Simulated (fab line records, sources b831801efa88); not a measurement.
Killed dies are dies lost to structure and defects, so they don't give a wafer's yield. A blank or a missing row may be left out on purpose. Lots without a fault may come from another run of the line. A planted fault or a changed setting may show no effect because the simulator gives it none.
fab line records | flow gf180mcu | part 1 of 2: steps 1 to 29 of 30
record lots=7 wafers=21 last_day=34
route steps=602 shown PSD@252 NSD@262 SAB@264 SALICIDE@278 PASSIVATION@602
lots that met no fault: from a run of the same line without faults
start_h: hours from the record's first day to the start of the lot's first wafer shown | wait_h: hours since the lot's step before | " the same as in the row above | L1.1+2: a row that stands for several wafers | - no value, or no start given | * or withheld: withheld | < > ~ a bound
route shown NAME@n: a module of which the file shows steps, and the number in the route of the first | usual: mean/standard deviation of fault-free wafers | same: alike in all rows | chamber/n: place in a boat | sites: the reading at each site | _std_site: their standard deviation | _edge_site: outer sites' mean less inner sites' | radius_mm: how far each site lies from the wafer's centre | mask NAME#n: copy n | behind: the tool/chamber that last shaped the wafer | hold: why the lot was held/for how many hours/how that ended | device: the transistor (n, p or np) that didn't switch | end of line: the same wafers' tests at the end of the route | a step without rows: its recipe alone | killed: dies lost to structure and defects at the first sort, not the wafer's yield | map: a wafer's dies, x killed, . not, _ none there
set.NAME: the setting as run; set.NAME@STEP: as run at that earlier step | model.NAME: the simulator's own value behind a step, which no gauge read
lots at some steps of the route; a table a step, a row a wafer
services: from which hour (start_h, from the record's first day; less than 0 if before it) a tool's chamber was out of use, for how many hours, and why
## steps
# step GF_PSD_EXPOSE_04
# recipe mask_id=Pplus target_cd_nm=400 na=0.6 source_shape=conventional sigma_outer=0.6 dose_mj=140
# step GF_PSD_PEB_05
# recipe temp_c=withheld time_s=* resist=NOVOLAK
# step GF_PSD_DEVELOP_06
# recipe develop_time_s=60 dev_temp_c=23
# step GF_PSD_CD_MEAS_07
# recipe target_cd_nm=400
# usual cd_nm=399.7/2.6
# columns lot.wafer tool chamber start_h wait_h cd_nm
L191.2 cd_sem-01 - 339.44 0.1 398.1
L191.4 " - " " 399.1
L191.5 " - " " 400.7
L193.4 cd_sem-01 - 358.68 0.1 399.1
L193.5 " - " " 400.2
L193.6 " - " " 399.6
L194.4 cd_sem-02 - 370.63 0.1 397.7
L194.5 " - " " 397.9
L194.6 " - " " 397.2
L195.1 cd_sem-02 - 381.21 0.1 399.3
L195.2 " - " " 399.1
L195.5 " - " " 397.3
L198.1 cd_sem-02 - 398.12 0.1 397.0
L198.4 " - " " 399.1
L198.6 " - " " 399.2
L202.1 cd_sem-02 - 425.67 0.1 399.6
L202.2 " - " " 400.5
L202.5 " - " " 402.0
L210.2 cd_sem-02 - 495.42 0.1 394.2
L210.4 " - " " 397.4
L210.6 " - " " 397.3
# step GF_PSD_OVL_MEAS_08
# usual PSD_OVL=-0.6/1.4
# columns lot.wafer tool chamber start_h wait_h PSD_OVL[nm]
L191.2 overlay-02 - 339.54 0.1 -1.4
L191.4 " - " " -2.5
L191.5 " - " " -2.5
L193.4 overlay-02 - 358.76 0.1 1.0
L193.5 " - " " -0.2
L193.6 " - " " 0.0
L194.4 overlay-01 - 370.71 0.1 0.0
L194.5 " - " " 1.0
L194.6 " - " " 1.3
L195.1 overlay-02 - 381.33 0.1 -2.1
L195.2 " - " " 0.0
L195.5 " - " " -0.4
L198.1 overlay-02 - 398.24 0.1 -3.7
L198.4 " - " " -1.3
L198.6 " - " " -2.4
L202.1 overlay-02 - 425.79 0.1 0.4
L202.2 " - " " 0.4
L202.5 " - " " 1.5
L210.2 overlay-02 - 495.53 0.1 -2.6
L210.4 " - " " -4.5
L210.6 " - " " -3.2
# step GF_PSD_IMPLANT_09
# recipe species=BF2 energy_kev=40 dose_cm2=1.5e+15 tilt_deg=7
# step GF_PSD_STRIP_10
# recipe chemistry=O2/N2 power_w=1400 pressure_mtorr=1500 platen_temp_c=250 o2_flow_sccm=3000 n2_flow_sccm=300 overash_fraction=0.5
# usual drypump_motor_current_A=5.54/0.29 heater_power_w=347/34 n2_flow_sccm=300.0/0.95 oes_product_au=0.592/0.0047 strip_time_to_endpoint_s=16.53/0.031
# columns lot.wafer tool chamber start_h wait_h drypump_motor_current_A heater_power_w n2_flow_sccm oes_product_au rf_hours_counter_h strip_time_to_endpoint_s
L191.2 plasma_asher-03 0 339.72 0.1 6.22 266 300.8 0.596 68 16.53
L191.4 " 0 " " 6.22 266 300.6 0.599 - 16.59
L191.5 " 1 " " 5.26 289 299.8 0.594 - 16.58
L193.4 plasma_asher-01 0 358.96 0.1 5.23 367 300.6 0.591 - 16.53
L193.5 " 0 " " 5.24 362 300.9 0.593 - 16.51
L193.6 " 1 " " 5.39 382 301.7 0.589 - 16.50
L194.4 plasma_asher-01 0 370.91 0.1 5.25 362 299.3 0.587 - 16.57
L194.5 " 1 " " 5.30 376 300.1 0.592 - 16.56
L194.6 " 0 " " 5.25 362 298.9 0.590 - 16.57
L195.1 plasma_asher-01 0 381.51 0.1 5.27 373 300.4 0.584 59 16.55
L195.2 " 1 " " 5.35 384 301.2 0.591 59 16.52
L195.5 " 1 " " 5.36 380 301.6 0.586 - 16.57
L198.1 plasma_asher-02 1 398.43 0.1 5.73 323 298.8 0.595 74 16.49
L198.4 " 1 " " 5.71 321 298.6 0.599 - 16.52
L198.6 " 1 " " 5.74 323 299.5 0.587 - 16.51
L202.1 plasma_asher-02 0 425.97 0.1 5.81 352 300.6 0.599 77 16.61
L202.2 " 1 " " 5.71 328 300.0 0.592 77 16.62
L202.5 " 0 " " 5.81 351 299.8 0.599 - 16.59
L210.2 plasma_asher-01 0 495.71 0.1 5.22 364 300.2 0.593 71 16.51
L210.4 " 0 " " 5.24 366 301.1 0.600 - 16.51
L210.6 " 1 " " 5.35 380 300.5 0.595 - 16.51
# step GF_PSD_TW_MEAS_11
# usual PSD_TW=3161/24
# columns lot.wafer tool chamber start_h wait_h PSD_TW
L191.2 film_metro-03 - 339.83 0.1 3164
L191.4 " - " " 3168
L191.5 " - " " 3175
L193.4 film_metro-01 - 359.06 0.1 3190
L193.5 " - " " 3181
L193.6 " - " " 3176
L194.4 film_metro-02 - 371.01 0.1 3162
L194.5 " - " " 3149
L194.6 " - " " 3147
L195.1 film_metro-03 - 381.61 0.1 3185
L195.2 " - " " 3167
L195.5 " - " " 3183
L198.1 film_metro-01 - 398.53 0.1 3179
L198.4 " - " " 3173
L198.6 " - " " 3183
L202.1 film_metro-01 - 426.07 0.1 3158
L202.2 " - " " 3179
L202.5 " - " " 3163
L210.2 film_metro-01 - 495.82 0.1 3176
L210.4 " - " " 3180
L210.6 " - " " 3173
# step GF_PSD_CLEAN_12
# recipe chemistry=SC1/SC2 mix=1:4:20 temp_c=70 time_s=150 dry=n2_spin
# step GF_PSD_RTA_13
# recipe temp_c=1025 time_s=20 ambient=N2
# usual lamp_power_pct=33.0/1.5 wafer_temp_C_max=1030.1/1.9
# columns lot.wafer tool chamber start_h wait_h lamp_power_pct wafer_temp_C_max
L191.2 rtp_anneal-02 0 339.95 0.0 34.6 1028.1
L191.4 " 0 " " 34.6 1027.8
L191.5 " 0 " " 34.6 1028.0
L193.4 rtp_anneal-02 0 359.18 0.0 34.6 1029.2
L193.5 " 0 " " 34.6 1026.7
L193.6 " 0 " " 34.6 1028.8
L194.4 rtp_anneal-02 0 371.13 0.0 34.6 1028.5
L194.5 " 0 " " 34.6 1027.3
L194.6 " 0 " " 34.6 1028.6
L195.1 rtp_anneal-02 0 381.73 0.0 34.6 1029.0
L195.2 " 0 " " 34.6 1028.5
L195.5 " 0 " " 34.6 1029.3
L198.1 rtp_anneal-02 0 398.64 0.0 34.7 1028.1
L198.4 " 0 " " 34.6 1027.7
L198.6 " 0 " " 34.6 1027.8
L202.1 rtp_anneal-01 0 426.19 0.0 31.6 1033.8
L202.2 " 0 " " 31.7 1034.7
L202.5 " 0 " " 31.7 1032.3
L210.2 rtp_anneal-01 0 495.93 0.0 31.7 1033.5
L210.4 " 0 " " 31.7 1031.3
L210.6 " 0 " " 31.6 1030.6
# step GF_PSD_RS_MEAS_14
# recipe thk_meas_gauge=four-point-probe
# usual NSD_RS=46.13/0.081
# columns lot.wafer tool chamber start_h wait_h NSD_RS[ohm/sq]
L191.2 film_metro-02 - 340.04 0.1 46.22
L191.4 " - " " 46.04
L191.5 " - " " 46.07
L193.4 film_metro-01 - 359.29 0.1 46.09
L193.5 " - " " 46.09
L193.6 " - " " 46.11
L194.4 film_metro-03 - 371.24 0.1 46.02
L194.5 " - " " 46.08
L194.6 " - " " 46.01
L195.1 film_metro-01 - 381.81 0.1 46.16
L195.2 " - " " 46.24
L195.5 " - " " 46.28
L198.1 film_metro-01 - 398.72 0.1 46.31
L198.4 " - " " 46.15
L198.6 " - " " 46.20
L202.1 film_metro-02 - 426.28 0.1 45.90
L202.2 " - " " 45.99
L202.5 " - " " 46.05
L210.2 film_metro-03 - 496.02 0.1 46.08
L210.4 " - " " 46.15
L210.6 " - " " 46.20
# step GF_PSD_RS_MEAS_15
# recipe thk_meas_gauge=four-point-probe
# usual PSD_RS=108.59/0.29
# columns lot.wafer tool chamber start_h wait_h PSD_RS[ohm/sq]
L191.2 film_metro-02 - 340.16 0.1 108.43
L191.4 " - " " 108.29
L191.5 " - " " 108.11
L193.4 film_metro-01 - 359.41 0.1 108.56
L193.5 " - " " 108.38
L193.6 " - " " 108.55
L194.4 film_metro-03 - 371.36 0.1 108.24
L194.5 " - " " 108.21
L194.6 " - " " 107.95
L195.1 film_metro-01 - 381.93 0.1 108.93
L195.2 " - " " 109.00
L195.5 " - " " 108.91
L198.1 film_metro-01 - 398.84 0.1 109.01
L198.4 " - " " 108.52
L198.6 " - " " 108.79
L202.1 film_metro-02 - 426.40 0.1 108.07
L202.2 " - " " 108.44
L202.5 " - " " 108.11
L210.2 film_metro-03 - 496.14 0.1 109.35
L210.4 " - " " 108.95
L210.6 " - " " 109.03
# step GF_SAB_CVD_00
# recipe material=SiO2 target_thk_nm=50 precursor=TEOS temp_c=400 time_s=4.9302 rf_w=600
# usual heater_power_w=735/110
# columns lot.wafer tool chamber start_h wait_h heater_power_w
L191.2 pecvd-03 0 340.26 0.1 736
L191.4 " 1 " " 713
L191.5 " 0 " " 748
L193.4 pecvd-02 0 359.48 0.0 817
L193.5 " 2 " " 613
L193.6 " 1 " " 802
L194.4 pecvd-02 2 371.42 0.0 746
L194.5 " 1 " " 800
L194.6 " 0 " " 843
L195.1 pecvd-02 1 382.05 0.1 792
L195.2 " 0 " " 942
L195.5 " 1 " " 823
L195.1 pecvd-02 1 382.24 0.2 829
L195.2 " 0 " " 952
L195.5 " 1 " " 828
L198.1 pecvd-03 1 398.96 0.1 804
L198.4 " 1 " " 834
L198.6 " 0 " " 752
L198.1 pecvd-03 1 399.15 0.2 823
L198.4 " 1 " " 838
L198.6 " 0 " " 777
L202.1 pecvd-02 1 426.52 0.1 827
L202.2 " 0 " " 835
L202.5 " 2 " " 669
L202.1 pecvd-02 1 426.70 0.2 825
L202.2 " 0 " " 831
L202.5 " 2 " " 690
L210.2 pecvd-02 1 496.24 0.1 821
L210.4 " 1 " " 809
L210.6 " 2 " " 655
# step GF_SAB_THK_MEAS_01
# recipe reads=SiO2_of_SAB_CVD_00
# usual SAB_CVD_00_THK=49.8/0.54
# columns lot.wafer tool chamber start_h wait_h SAB_CVD_00_THK[nm]
L191.2 film_metro-03 - 340.35 0.1 50.1
L191.4 " - " " 50.8
L191.5 " - " " 50.8
L193.4 film_metro-03 - 359.51 0.0 49.8
L193.5 " - " " 49.8
L193.6 " - " " 49.7
L194.4 film_metro-04 - 371.46 0.0 50.2
L194.5 " - " " 50.5
L194.6 " - " " 49.1
L195.1 film_metro-01 - 382.26 0.0 98.8
L195.2 " - " " 98.0
L195.5 " - " " 100.2
L198.1 film_metro-04 - 399.17 0.0 99.4
L198.4 " - " " 100.9
L198.6 " - " " 100.8
L202.1 film_metro-04 - 426.84 0.1 99.3
L202.2 " - " " 98.7
L202.5 " - " " 100.5
L210.2 film_metro-01 - 496.27 0.0 49.6
L210.4 " - " " 50.0
L210.6 " - " " 50.0
# step GF_SAB_DEHYDRATE_02
# recipe temp_c=200 time_s=60
# step GF_SAB_HMDS_03
# recipe prime_time_s=60 prime_temp_c=120
# step GF_SAB_COAT_04
# recipe resist=NOVOLAK spin_rpm=3000 resist_thk_nm=1000
# step GF_SAB_SOFTBAKE_05
# recipe temp_c=90 time_s=60 resist=NOVOLAK
# step GF_SAB_EXPOSE_06
# recipe mask_id=SAB target_cd_nm=420 na=0.6 source_shape=conventional sigma_outer=0.6 dose_mj=140
# step GF_SAB_PEB_07
# recipe temp_c=withheld time_s=* resist=NOVOLAK
# step GF_SAB_DEVELOP_08
# recipe develop_time_s=60 dev_temp_c=23
# step GF_SAB_CD_MEAS_09
# recipe target_cd_nm=420
# usual cd_nm=419.4/2.2
# columns lot.wafer tool chamber start_h wait_h cd_nm
L191.2 cd_sem-01 - 362.29 0.1 422.8
L191.4 " - " " 425.0
L191.5 " - " " 423.9
L193.4 cd_sem-01 - 381.48 0.1 421.9
L193.5 " - " " 420.4
L193.6 " - " " 419.4
L194.4 cd_sem-01 - 393.53 0.1 418.2
L194.5 " - " " 419.4
L194.6 " - " " 420.3
L195.1 cd_sem-02 - 404.60 0.1 415.9
L195.2 " - " " 417.1
L195.5 " - " " 416.8
L198.1 cd_sem-01 - 422.07 0.1 420.6
L198.4 " - " " 419.4
L198.6 " - " " 419.3
L202.1 cd_sem-02 - 451.17 0.1 417.9
L202.2 " - " " 417.8
L202.5 " - " " 419.5
L210.2 cd_sem-01 - 519.02 0.1 416.4
L210.4 " - " " 418.2
L210.6 " - " " 416.2
# step GF_SAB_OVL_MEAS_10
# usual SAB_OVL=0.2/1.5
# columns lot.wafer tool chamber start_h wait_h SAB_OVL[nm]
L191.2 overlay-02 - 362.39 0.1 1.2
L191.4 " - " " 0.6
L191.5 " - " " -1.6
L193.4 overlay-01 - 381.56 0.1 1.0
L193.5 " - " " 2.7
L193.6 " - " " 0.6
L194.4 overlay-01 - 393.61 0.1 -2.1
L194.5 " - " " -1.0
L194.6 " - " " -2.7
L195.1 overlay-01 - 404.72 0.1 1.2
L195.2 " - " " -0.3
L195.5 " - " " 1.0
L198.1 overlay-01 - 422.19 0.1 4.4
L198.4 " - " " 1.3
L198.6 " - " " 3.3
L202.1 overlay-02 - 451.29 0.1 1.4
L202.2 " - " " -0.1
L202.5 " - " " -0.2
L210.2 overlay-01 - 519.13 0.1 0.5
L210.4 " - " " 1.8
L210.6 " - " " 1.4
# step GF_SAB_ETCH_11
# recipe chemistry=C4F8/O2/Ar mask_material=NOVOLAK target=SiO2 target_depth_nm=55 source_w=1500 bias_w=1200 pressure_mtorr=40 c4f8_flow_sccm=withheld O2_flow_sccm=6 Ar_flow_sccm=300 time_s=8.5
# usual oes_product_au=1.000/0.012
# columns lot.wafer tool chamber start_h wait_h oes_product_au rf_hours_counter_h
L191.2 rie_diel-03 3 362.42 0.0 0.986 11
L191.4 " 3 " " 0.987 -
L191.5 " 1 " " 0.997 -
L193.4 rie_diel-04 2 381.57 0.0 1.003 48
L193.5 " 3 " " 0.982 -
L193.6 " 2 " " 1.004 -
L194.4 rie_diel-03 2 393.63 0.0 0.995 92
L194.5 " 1 " " 0.987 -
L194.6 " 2 " " 0.997 -
L195.1 rie_diel-03 1 404.76 0.0 1.001 5
L195.2 " 0 " " 0.994 10
L195.5 " 2 " " 1.017 -
L198.1 rie_diel-03 1 422.22 0.0 1.001 6
L198.4 " 3 " " 0.986 13
L198.6 " 3 " " 0.992 -
L202.1 rie_diel-01 3 451.32 0.0 1.011 13
L202.2 " 1 " " 0.995 59
L202.5 " 2 " " 1.030 -
L210.2 rie_diel-03 3 519.16 0.0 1.002 15
L210.4 " 2 " " 0.998 0
L210.6 " 1 " " 1.011 -
# step GF_SAB_WET_ETCH_12
# recipe chemistry=dHF target_depth_nm=22 dry=n2_spin target=SiO2 temp_c=25 dilution=100:1 time_s=440
# step GF_SAB_STRIP_13
# recipe chemistry=O2/N2 power_w=1400 pressure_mtorr=1500 platen_temp_c=250 o2_flow_sccm=3000 n2_flow_sccm=300 overash_fraction=0.5
# usual drypump_motor_current_A=5.64/0.25 heater_power_w=350/20 n2_flow_sccm=300.0/0.81 oes_product_au=0.710/0.0041 strip_time_to_endpoint_s=12.63/0.032
# columns lot.wafer tool chamber start_h wait_h drypump_motor_current_A heater_power_w n2_flow_sccm oes_product_au rf_hours_counter_h strip_time_to_endpoint_s
L191.2 plasma_asher-02 1 362.71 0.0 5.72 322 299.7 0.711 70 12.54
L191.4 " 0 " " 5.82 349 300.2 0.707 - 12.57
L191.5 " 1 " " 5.73 330 299.4 0.707 - 12.57
L193.4 plasma_asher-02 1 381.76 0.0 5.69 317 299.4 0.709 - 12.64
L193.5 " 0 " " 5.80 355 299.7 0.705 - 12.63
L193.6 " 1 " " 5.71 326 299.4 0.710 - 12.66
L194.4 plasma_asher-02 0 393.81 0.0 5.82 346 298.3 0.714 - 12.60
L194.5 " 0 " " 5.79 351 299.0 0.711 - 12.65
L194.6 " 1 " " 5.69 333 301.0 0.709 - 12.62
L195.1 plasma_asher-02 0 404.91 0.0 5.80 352 299.8 0.702 74 12.58
L195.2 " 1 " " 5.70 325 300.5 0.711 74 12.56
L195.5 " 0 " " 5.79 355 301.7 0.715 - 12.57
L198.1 plasma_asher-04 1 422.38 0.0 5.86 349 298.7 0.708 33 12.68
L198.4 " 1 " " 5.87 353 299.6 0.708 - 12.68
L198.6 " 1 " " 5.88 346 298.9 0.712 - 12.67
L202.1 plasma_asher-04 0 451.48 0.0 5.95 340 298.7 0.705 35 12.59
L202.2 " 1 " " 5.87 344 299.8 0.705 35 12.61
L202.5 " 0 " " 5.97 345 299.6 0.699 - 12.62
L210.2 plasma_asher-02 0 519.31 0.0 5.82 345 301.0 0.708 87 12.61
L210.4 " 0 " " 5.83 360 300.3 0.719 - 12.60
L210.6 " 0 " " 5.82 352 301.1 0.706 - 12.63
# step GF_SALICIDE_CLEAN_00
# recipe chemistry=SC1/SC2 mix=1:4:20 temp_c=70 time_s=150
# columns lot.wafer tool chamber start_h wait_h model.SiO2_of_SAB_CVD_00.thk_nm
L191.2 wet_bench-02 3 362.81 0.1 49.39
L191.4 " 3 " " 50.14
L191.5 " 3 " " 50.15
L193.4 wet_bench-04 2 381.83 0.0 49.21
L193.5 " 2 " " 49.12
L193.6 " 2 " " 49.1
L194.4 wet_bench-01 1 393.88 0.0 49.52
L194.5 " 1 " " 49.86
L194.6 " 1 " " 48.43
L195.1 wet_bench-02 0 405.01 0.1 98.03
L195.2 " 0 " " 97.42
L195.5 " 0 " " 99.52
L198.1 wet_bench-01 0 422.48 0.1 98.59
L198.4 " 0 " " 100.3
L198.6 " 0 " " 100.1
L202.1 wet_bench-02 2 451.58 0.1 98.66
L202.2 " 2 " " 98.01
L202.5 " 2 " " 99.87
L210.2 wet_bench-01 2 519.41 0.1 48.92
L210.4 " 2 " " 49.43
L210.6 " 2 " " 49.37
# step GF_SALICIDE_WET_ETCH_01
# recipe chemistry=dHF target_depth_nm=5 dry=ipa_marangoni target=SiO2 temp_c=25 dilution=100:1 time_s=100
# columns lot.wafer tool chamber start_h wait_h model.SiO2_of_SAB_CVD_00.thk_nm
L191.2 wet_bench-01 3 362.91 0.0 39.44
L191.4 " 3 " " 40.21
L191.5 " 3 " " 40.24
L193.4 wet_bench-01 1 381.93 0.0 39.19
L193.5 " 1 " " 39.11
L193.6 " 1 " " 39.04
L194.4 wet_bench-02 1 393.93 0.0 39.56
L194.5 " 1 " " 39.93
L194.6 " 1 " " 38.47
L195.1 wet_bench-01 0 405.06 0.0 87.96
L195.2 " 0 " " 87.33
L195.5 " 0 " " 89.43
L198.1 wet_bench-02 1 422.53 0.0 88.56
L198.4 " 1 " " 90.23
L198.6 " 1 " " 90.15
L202.1 wet_bench-01 3 451.63 0.0 88.51
L202.2 " 3 " " 87.85
L202.5 " 3 " " 89.74
L210.2 wet_bench-02 2 519.46 0.0 39.04
L210.4 " 2 " " 39.5
L210.6 " 2 " " 39.45
# step GF_SALICIDE_SPUTTER_02
# recipe material=Co target_thk_nm=10 power_w=1000 time_s=20 chamber_pressure_pa=0.4
# usual throttle_valve_pct=30.1/1.1
# columns lot.wafer tool chamber start_h wait_h throttle_valve_pct
L191.2 pvd_sputter-03 - 362.95 0.0 28.8
L191.4 " - " " 30.9
L191.5 " - " " 28.9
L193.4 pvd_sputter-01 - 381.97 0.0 29.5
L193.5 " - " " 32.0
L193.6 " - " " 30.0
L194.4 pvd_sputter-04 - 393.97 0.0 31.3
L194.5 " - " " 32.4
L194.6 " - " " 29.9
L195.1 pvd_sputter-03 - 405.10 0.0 29.3
L195.2 " - " " 30.9
L195.5 " - " " 29.3
L198.1 pvd_sputter-03 - 422.56 0.0 30.7
L198.4 " - " " 28.9
L198.6 " - " " 29.1
L202.1 pvd_sputter-03 - 451.66 0.0 29.1
L202.2 " - " " 28.9
L202.5 " - " " 29.0
L210.2 pvd_sputter-03 - 519.50 0.0 29.2
L210.4 " - " " 28.9
L210.6 " - " " 29.4
## key
first_sign step=GF_SAB_CVD_00 reading=visit direction=added
effect step=GF_SAB_THK_MEAS_01 reading=SAB_CVD_00_THK direction=up sigmas=91 usual=49.8 struck=99.6
model_effect step=GF_SALICIDE_CLEAN_00 value=SiO2_of_SAB_CVD_00.thk_nm without=48.97 struck=98.94
model_effect step=GF_SALICIDE_WET_ETCH_01 value=SiO2_of_SAB_CVD_00.thk_nm without=38.89 struck=88.86
model_effect step=GF_PASSIVATION_PROBE_99 value=etest.pplus_sal_6v.rs_ohm_sq without=7.072 struck=191
met_at GF_SAB_CVD_00
struck_wafers L195.1,L195.2,L195.5,L198.1,L198.4,L198.6,L202.1,L202.2,L202.5
tester_left_out L195,L198,L202
fault kind=repeated_step_whole tool=pecvd-01,pecvd-02,pecvd-03 chamber=- onset_h=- steps=GF_SAB_CVD_00 times=1 scope=struck_lots_only
# tester_left_out: of these lots the tester's yield and bins aren't shown, on N5 and GAA mostly nor the transistor test; their killed dies are dies lost to structure and defects alone, not to doping, threshold or leakage, so they don't give the yield
